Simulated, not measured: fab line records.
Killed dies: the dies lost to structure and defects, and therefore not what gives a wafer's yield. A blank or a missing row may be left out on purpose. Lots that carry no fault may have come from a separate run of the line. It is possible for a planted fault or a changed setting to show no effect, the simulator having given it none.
What tool caused it?	flow sky130	14 lots, 42 wafers sampled, at 4 steps of a route of 708

== WHAT THE GAUGES READ, wafer by wafer ==
SKY_PWDE_TW_MEAS_10.
lot	measured	on	PWDE_TW
L416	day 3 19:16	film metro-04	370 367 368
L417	day 4 01:02	film metro-01	373 374 373
L418	day 4 05:38	film metro-04	366 366 366
L419	day 4 20:54	film metro-02	372 374 371
L420	day 5 05:11	film metro-01	375 376 375
L421	day 5 04:25	film metro-02	373 374 374
L422	day 5 08:34	film metro-01	374 374 374
L423	day 5 13:26	film metro-02	373 376 375
L424	day 5 21:31	film metro-02	372 372 371
L431	day 7 08:55	film metro-01	379 377 377
L432	day 7 12:40	film metro-04	370 369 369
L435	day 8 11:28	film metro-02	374 375 375
L437	day 8 16:51	film metro-02	374 374 375
L438	day 8 22:32	film metro-04	371 371 371

SKY_LI_CONTACT_CD_MEAS_12: target cd 170 nm.
lot	measured	on	cd nm (nm)
L416	day 29 08:54	cd sem-01	167.1 167.3 166.6
L417	day 29 07:53	cd sem-01	170.8 170.8 169.9
L418	day 29 15:43	cd sem-02	171.7 171.0 171.5
L419	day 30 10:52	cd sem-02	172.7 172.6 172.0
L420	day 31 00:06	cd sem-02	167.8 166.4 168.3
L421	day 30 22:10	cd sem-01	171.1 172.7 170.5
L422	day 31 01:11	cd sem-01	168.2 168.3 167.8
L423	day 31 18:13	cd sem-02	167.6 167.7 168.8
L424	day 32 02:28	cd sem-02	172.8 172.7 174.1
L431	day 34 02:50	cd sem-01	171.8 173.0 172.8
L432	day 34 08:13	cd sem-01	169.4 171.1 171.1
L435	day 35 08:22	cd sem-01	169.3 171.7 168.4
L437	day 35 21:41	cd sem-01	170.4 170.5 169.7
L438	day 35 22:19	cd sem-02	172.7 173.7 173.7

SKY_LOCAL_INTERCONNECT_CD_MEAS_11: target cd 170 nm.
lot	measured	on	cd nm (nm)
L416	day 30 13:19	cd sem-02	171.5 169.0 169.5
L417	day 30 12:02	cd sem-01	168.5 169.3 168.3
L418	day 30 21:34	cd sem-02	170.6 171.3 171.0
L419	day 31 16:45	cd sem-01	168.0 165.9 167.9
L420	day 32 05:30	cd sem-02	171.3 170.6 170.8
L421	day 32 02:58	cd sem-01	168.7 169.5 168.9
L422	day 32 06:25	cd sem-01	168.9 169.8 169.8
L423	day 32 22:20	cd sem-01	169.0 169.1 171.5
L424	day 33 06:36	cd sem-02	170.5 172.5 171.3
L431	day 35 06:30	cd sem-02	169.4 169.0 168.6
L432	day 35 12:27	cd sem-01	169.1 168.8 168.8
L435	day 36 12:11	cd sem-01	171.7 170.1 171.5
L437	day 37 01:08	cd sem-02	171.6 170.3 169.8
L438	day 37 01:46	cd sem-02	166.2 169.9 167.4

== WHAT TOOL EACH LOT RAN ON (gives the tool, then ch and the chambers of the sampled wafers, and finally the start) ==
lot	SKY_FIELD_ISO_ETCH_14
L416	rie diel-03 ch 0,2, day 2 04:45
L417	rie diel-02 ch 0,1,2, day 2 10:14
L418	rie diel-03 ch 0,3, day 2 14:32
L419	rie diel-02 ch 0,1,3, day 2 19:54
L420	rie diel-04 ch 1,2,3, day 3 03:29
L421	rie diel-04 ch 1,2,3, day 3 06:47
L422	rie diel-04 ch 0,1,2, day 3 12:50
L423	rie diel-03 ch 0,2, day 3 19:20
L424	rie diel-02 ch 0,1,3, day 4 02:42
L431	rie diel-03 ch 0,2, day 5 11:38
L432	rie diel-03 ch 0,1,3, day 5 15:35
L435	rie diel-02 ch 0,1,2, day 6 12:05
L437	rie diel-04 ch 1,3, day 6 18:23
L438	rie diel-04 ch 0,1,3, day 6 22:27
- SKY_FIELD_ISO_ETCH_14: etches BARC in N2/H2, stops on SiO2, time 45.9 s, target depth 60 nm.

== AS READ BY THE TOOLS THEMSELVES (means over the sampled wafers that have a number; for cases with no such wafer, the mark the record gives instead) ==
SKY_FIELD_ISO_ETCH_14.
lot	tool	bias w (W)	drypump motor current A (A)	oes product au (a.u.)	throttle valve pct (%)
L416	rie diel-03	100.0	6.3	0.859	13.222
L417	rie diel-02	99.9	6.0	0.854	13.227
L418	rie diel-03	99.8	6.2	0.855	13.227
L419	rie diel-02	100.2	5.8	0.856	13.227
L420	rie diel-04	100.1	6.0	0.862	13.217
L421	rie diel-04	99.9	6.0	0.856	13.221
L422	rie diel-04	100.2	5.7	0.858	13.226
L423	rie diel-03	99.9	6.3	0.851	13.222
L424	rie diel-02	100.0	5.8	0.860	13.225
L431	rie diel-03	96.0	6.3	0.854	13.223
L432	rie diel-03	96.2	6.0	0.859	13.227
L435	rie diel-02	100.4	6.0	0.860	13.224
L437	rie diel-04	100.0	6.2	0.859	13.224
L438	rie diel-04	100.1	5.9	0.857	13.225

== THE ANSWER, worked out from the rows above alone ==
Rule: the usual values come from the lots themselves. The widest of any qualifying gaps counts: lots, ordered by their means at a reading, are off when they make up no more than a third of the lots, leave a main group of 4 or more, and stand apart from it by 3 or more times the standard deviation of that group's means. A main group whose means are all the same, to the digits that the tables above print for the reading, isn't used. Also off: a lot with no number at a reading for which 4 or more lots have one. All remaining lots with rows at the step are treated as sound. The gauges are gone through in route order, then the tools' own readings, and for those a lot's mean is taken as printed above. The first step at which some lot is off is used, and at that step the reading that is off furthest; a lot without a number counts as furthest.
Off at SKY_FIELD_ISO_ETCH_14 (bias w): L431, L432. Main group: mean 100.0 W, sd 0.16.
A tool fits if, at that step or a process step before it, it ran every lot that is off, and no sound lot after the first of them. One candidate fits, namely rie diel-03 at SKY_FIELD_ISO_ETCH_14. Its last sound lot is L423 (day 3 19:20), its first lot that is off L431 (day 5 11:38): a fault that began between those two fits.
On the lots that are off, the tool's own readings at SKY_FIELD_ISO_ETCH_14 differ by more than 5 times the standard deviation of the sound lots' means, which bears it out; bias w reads 96.1 W there versus 100.0 W on the sound lots.

== WHAT THE SIMULATOR PUT IN ==
rie diel-03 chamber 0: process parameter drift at SKY_FIELD_ISO_ETCH_14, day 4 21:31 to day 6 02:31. Setting bias w, moved by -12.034, from 100. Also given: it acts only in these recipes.
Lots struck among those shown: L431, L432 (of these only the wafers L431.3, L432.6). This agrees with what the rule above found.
